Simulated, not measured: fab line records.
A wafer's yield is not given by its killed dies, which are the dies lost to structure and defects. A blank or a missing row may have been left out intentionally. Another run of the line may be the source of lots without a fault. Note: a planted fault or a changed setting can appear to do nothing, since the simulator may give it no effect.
Chamber matching    flow gf180mcu    GF_V2_CMP_04 on cmp-01 has 4 sister chambers
The step polishes SiO2. 8 wafers are shown with their chamber, then 7 later ones without.

EACH WAFER AND ITS CHAMBER
wafer   chamber  motor_current_A (A)  time_to_endpoint_s (s)
L075.4  0        11.9                 84
L077.4  0        11.2                 91
L078.3  2        11.2                 77
L079.3  3        12.1                 71
L079.5  2        10.4                 81
L079.6  1        9.7                  81
L080.3  3        12.0                 83
L080.4  1        9.8                  83

WAFERS WHOSE CHAMBER IS MISSING
wafer   motor_current_A (A)  time_to_endpoint_s (s)
L080.5  10.8                 90
L088.2  11.5                 80
L088.4  9.5                  87
L088.6  10.0                 83
L096.2  11.6                 83
L096.4  10.1                 84
L096.5  12.1                 83

CHAMBER TAKEN BY EACH
wafer   from the rows above           in truth
L080.5  can't be placed: 0 or 2 or 1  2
L088.2  can't be placed: 0 or 3 or 2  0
L088.4  1                             1
L088.6  can't be placed: 1 or 2       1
L096.2  can't be placed: 0 or 3 or 2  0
L096.4  can't be placed: 1 or 2       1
L096.5  can't be placed: 3 or 0       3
Correct placement for 1 of the 7. Can't be placed from these rows: 6 (the true chamber is among the candidates in 6). Wrongly placed: 0.
How it was worked out, from the rows above alone: a wafer's distance from a chamber is the root of the sum, over the readings, of the square of ((its reading less the chamber's mean) divided by the reading's scatter). The wafer belongs to the nearest chamber; if the next one is less than 2 further off, it can't be placed. A chamber's mean is the mean of its shown wafers. The scatter: the root of (the sum of the squares of (reading less its chamber's mean) over the shown wafers, divided by (wafers less chambers)).
